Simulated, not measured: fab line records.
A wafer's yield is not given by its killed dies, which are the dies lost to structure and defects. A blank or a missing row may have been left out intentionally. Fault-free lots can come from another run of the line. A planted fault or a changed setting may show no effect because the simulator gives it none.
Which tool was responsible? ; flow sky130 ; 45 wafers from 15 lots sampled at 3 of the route's 708 steps

WHAT EACH GAUGE READ, for each wafer
SKY_SD_N_TW_MEAS_12. Usual: SD_N_TW gives 4010 (standard deviation 45).
lot;measured;on;SD_N_TW;flag
L202;day 28 03:06;film metro-01;3978 3983 4002;
L203;day 28 07:43;film metro-01;4024 4030 4015;
L204;day 28 20:31;film metro-02;3932 3930 3924;
L205;day 29 04:42;film metro-01;4022 4052 4024;
L209;day 30 16:15;film metro-04;4045 4033 4043;
L210;day 30 21:28;film metro-02;3941 3925 3939;
L211;day 31 05:22;film metro-04;4059 4072 4067;
L212;day 31 10:58;film metro-02;3957 3963 3950;
L218;day 33 13:50;film metro-01;4012 4007 4027;
L219;day 34 04:34;film metro-01;3987 4019 4017;
L220;day 34 05:41;film metro-04;4058 4034 4057;
L222;day 34 11:44;film metro-01;3990 3997 4026;
L223;day 34 22:12;film metro-02;3901 3931 3927;
L224;day 35 03:43;film metro-01;3996 3999 4005;
L225;day 35 14:31;film metro-04;4051 4058 4078;

SKY_LOCAL_INTERCONNECT_THK_MEAS_02: measures by xrf. Usual: LOCAL_INTERCONNECT_TIN_THK gives 101.6 nm (standard deviation 0.95).
lot;measured;on;LOCAL_INTERCONNECT_TIN_THK (nm);flag
L202;day 29 10:21;film metro-03;101.1 103.3 101.8;
L203;day 29 15:24;film metro-03;101.2 101.6 101.6;
L204;day 30 03:27;film metro-01;101.0 102.2 101.0;
L205;day 30 12:48;film metro-03;102.8 102.4 102.9;
L209;day 31 22:52;film metro-03;102.2 103.7 103.5;
L210;day 32 03:38;film metro-03;102.7 102.2 101.7;
L211;day 32 11:21;film metro-03;100.2 101.6 100.8;
L212;day 32 16:52;film metro-03;101.7 100.9 101.3;
L218;day 34 18:29;film metro-03;100.9 102.1 101.1;
L219;day 35 09:16;film metro-03;99.9 100.5 101.2;
L220;day 35 10:13;film metro-04;100.7 102.1 102.0;
L222;day 35 16:46;film metro-01;100.6 100.9 99.9;
L223;day 36 02:10;film metro-03;100.3 101.6 100.9;
L224;day 36 09:39;film metro-03;103.0 103.8 102.4;
L225;day 36 19:25;film metro-03;101.4 101.4 100.9;

EACH LOT AND THE TOOL THAT RAN IT (in order: tool; ch and the chambers of the sampled wafers; start)
lot;SKY_LI_CONTACT_CMP_02
L202;cmp-01 ch 2,3, day 28 03:56
L203;cmp-01 ch 0,2, day 28 08:34
L204;cmp-02 ch 0,1,2, day 28 21:23
L205;cmp-02 ch 1,2,3, day 29 05:31
L209;cmp-01 ch 0,1,2, day 30 17:04
L210;cmp-01 ch 0,2,3, day 30 22:25
L211;cmp-01 ch 0,2, day 31 06:15
L212;cmp-02 ch 0,2,3, day 31 11:52
L218;cmp-02 ch 0,1,2, day 33 14:45
L219;cmp-01 ch 0,1, day 34 05:24
L220;cmp-02 ch 0,3, day 34 06:30
L222;cmp-01 ch 1,2, day 34 12:36
L223;cmp-02 ch 0,3, day 34 23:02
L224;cmp-01 ch 1,3, day 35 04:36
L225;cmp-01 ch 0,2,3, day 35 15:25
- SKY_LI_CONTACT_CMP_02: polishes PSG.

AS READ BY THE TOOLS THEMSELVES (means over the sampled wafers that have a number; for cases with no such wafer, the mark the record gives instead)
SKY_LI_CONTACT_CMP_02. Usual: motor current A 12.5 A, standard deviation 1.1; time to endpoint s 31.7 s, standard deviation 2.2.
lot;tool;motor current A (A);time to endpoint s (s);flag
L202;cmp-01;12.9;31.1;
L203;cmp-01;12.1;29.2;
L204;cmp-02;12.5;29.8;
L205;cmp-02;11.9;31.0;
L209;cmp-01;11.8;31.0;
L210;cmp-01;12.6;30.0;
L211;cmp-01;12.1;30.8;
L212;cmp-02;12.1;32.1;
L218;cmp-02;12.2;29.9;
L219;cmp-01;12.6;33.2;
L220;cmp-02;12.2;32.8;
L222;cmp-01;11.9;31.5;
L223;cmp-02;12.9;31.7;
L224;cmp-01;13.2;34.6;
L225;cmp-01;12.5;29.7;

THE ANSWER, worked out from the rows above alone
Rule: lot off if the mean of its wafers having a number is beyond 3 standard deviations from the usual mean. Also off: a lot with no number at a reading for which 4 or more lots have one. The other lots that the step has rows for count as sound. The gauges are gone through in route order, then the tools' own readings, and for those a lot's mean is taken as printed above. At the first step where some lot is off, the reading lying furthest off is the one used; lots without a number count as furthest.
None of the lots is off at any reading shown; this tells nothing.

WHAT THE SIMULATOR PUT IN
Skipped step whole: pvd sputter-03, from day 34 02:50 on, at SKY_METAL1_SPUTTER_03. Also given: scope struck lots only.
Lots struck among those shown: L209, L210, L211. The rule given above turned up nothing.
